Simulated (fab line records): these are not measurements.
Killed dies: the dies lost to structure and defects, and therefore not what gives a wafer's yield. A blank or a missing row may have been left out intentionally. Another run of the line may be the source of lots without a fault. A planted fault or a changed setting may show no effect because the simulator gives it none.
Chamber matching -- flow sky130 -- SKY_VIA4_CMP_21 on cmp-02 has 4 sister chambers
The step polishes, stops on SiO2, t overpolish 25 s, target thk 0 nm. 4 wafers are shown with their chamber, then 11 later ones without.

WAFERS PAIRED WITH THEIR CHAMBERS
wafer,chamber,motor_current_A (A)
L552.3,3,9.3
L560.3,2,10.3
L560.6,1,11.6
L567.1,0,12.6

WAFERS WITH NO CHAMBER GIVEN
wafer,motor_current_A (A)
L567.2,9.4
L567.6,12.2
L569.4,9.5
L569.5,12.3
L569.6,10.8
L570.1,11.0
L570.3,12.6
L570.4,10.5
L572.1,12.1
L572.3,11.6
L572.6,12.3

EACH ONE'S CHAMBER
wafer,from the rows above,in truth
L567.2,3,3
L567.6,can't be placed: 0 or 1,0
L569.4,can't be placed: 3 or 2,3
L569.5,can't be placed: 0 or 1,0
L569.6,can't be placed: 2 or 1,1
L570.1,can't be placed: 1 or 2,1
L570.3,0,0
L570.4,2,2
L572.1,can't be placed: 0 or 1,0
L572.3,1,1
L572.6,can't be placed: 0 or 1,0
Placed correctly: 4 of 11. From these rows, 7 cannot be placed; in 7 the true chamber is one of the candidates. 0 placed wrongly.
How it was worked out, from the rows above alone: a wafer's distance from a chamber is the root of the sum, over the readings, of the square of ((its reading less the chamber's mean) divided by the reading's scatter). The wafer belongs to the nearest chamber; if the next one is less than 2 further off, it can't be placed. Each chamber's mean is taken over the wafers shown for it. The scatter: root of mean squared gap, hidden wafer to nearest shown wafer, with one shown wafer a chamber.
